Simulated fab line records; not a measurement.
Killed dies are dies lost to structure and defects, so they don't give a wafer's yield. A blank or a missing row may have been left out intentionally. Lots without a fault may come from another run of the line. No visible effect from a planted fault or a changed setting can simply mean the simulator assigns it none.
One fault through the eyes of 2 desks	flow sfq line	every desk sees just its own numbers, and what lay behind them comes last

== TOOL OWNER'S DESK, pecvd-03 ==
The tool's own readings at SFQ_TRILAYER_L0_CAP_PECVD_011 (deposits SiO2 from SiH4/N2O, time 13.333 s, target thk 60 nm): means of the sampled wafers that have a number, for each lot that ran on this tool. The brackets show how far a lot's mean lies from the usual mean; more than 4 standard deviations puts the lot out of limits, marked OUT.
Columns: A = heater power w at SFQ_TRILAYER_L0_CAP_PECVD_011, usual 83 W; B = throttle valve pct at SFQ_TRILAYER_L0_CAP_PECVD_011, usual 24.9 %
lot	first seen here	A	B
L583	day 4 08:52	93	24.6
L584	day 4 17:03	93	23.9
L587	day 5 08:41	95	24.6
L588	day 5 17:05	97	24.0
L589	day 6 04:32	91	24.8
L591	day 6 13:26	99	24.1
L594	day 7 11:09	94	24.3
This desk's finding: nothing out of limits on any of the 7 lots.

== THE METROLOGY DESK ==
What the gauges read for every lot (on any tool): the sampled wafers with a number, averaged. The brackets show how far a lot's mean lies from the usual mean; more than 4 standard deviations puts the lot out of limits, marked OUT.
Columns: A = I0_OVL at SFQ_I0_OVL_MEAS_908, usual -1 nm
lot	first seen here	A
L582	day 13 15:36	-0
L583	day 13 16:47	-3
L584	day 13 21:35	-1
L586	day 14 20:39	-3
L587	day 14 23:03	-2
L588	day 15 01:27	4
L589	day 15 07:46	3
L590	day 15 17:03	3
L591	day 15 21:53	-3
L594	day 17 01:34	0
L600	day 21 02:43	2
L602	day 26 09:15	6
L603	day 26 20:03	-0
L604	day 27 04:34	0
This desk's finding: nothing out of limits on any of the 14 lots.

== BROUGHT TOGETHER ==
Nothing out of limits was seen by the tool owner's desk.
Nothing out of limits was seen by the metrology desk.

== WHAT THE SIMULATOR HAD INSERTED ==
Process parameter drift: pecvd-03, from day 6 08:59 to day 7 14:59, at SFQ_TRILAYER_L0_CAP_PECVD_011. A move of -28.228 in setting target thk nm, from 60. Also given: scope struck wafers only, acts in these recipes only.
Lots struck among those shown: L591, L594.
